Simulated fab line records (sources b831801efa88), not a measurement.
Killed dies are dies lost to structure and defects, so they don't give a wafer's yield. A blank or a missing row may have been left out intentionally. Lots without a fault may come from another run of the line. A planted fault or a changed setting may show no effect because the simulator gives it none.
Which tool is to blame?	flow gf180mcu	at 1 step of a route of 602, 7 lots with 21 wafers sampled

## WHAT EACH GAUGE READ, for each wafer
GF_MVSD_OVL_MEAS_07.
lot	measured	on	MVSD_OVL (nm)
L667	day 4 20:11	overlay-02	-0.6 0.9 -0.2
L670	day 5 11:11	overlay-02	3.1 1.8 1.2
L671	day 5 21:27	overlay-01	-2.9 -1.5 -3.2
L674	day 6 09:38	overlay-02	2.3 4.5 3.1
L677	day 7 02:54	overlay-02	0.3 -0.3 -0.4
L685	day 8 23:54	overlay-02	2.0 0.5 1.9
L689	day 9 22:16	overlay-02	1.9 1.8 -0.3

## EACH LOT AND THE TOOL THAT RAN IT (in order: tool; ch and the chambers of the sampled wafers; start)
Before these readings, the record contains no process step.

## THE ANSWER, worked out from the rows above alone
Rule: the usual values come from the lots themselves. Put in order of their means at a reading, lots are off if they are a third of the lots or fewer, leave a main group of 4 or more, and stand apart from it by a gap of 3 or more times the standard deviation of the main group's means; of several such gaps the widest counts. Not used: any main group whose means are identical at the precision the tables above print for the reading. Also off: a lot with no number at a reading for which 4 or more lots have one. Where the step has rows for the other lots, those lots are counted as sound.
No lot is off at any reading shown: from this, nothing can be told.

## WHAT THE SIMULATOR HAD INSERTED
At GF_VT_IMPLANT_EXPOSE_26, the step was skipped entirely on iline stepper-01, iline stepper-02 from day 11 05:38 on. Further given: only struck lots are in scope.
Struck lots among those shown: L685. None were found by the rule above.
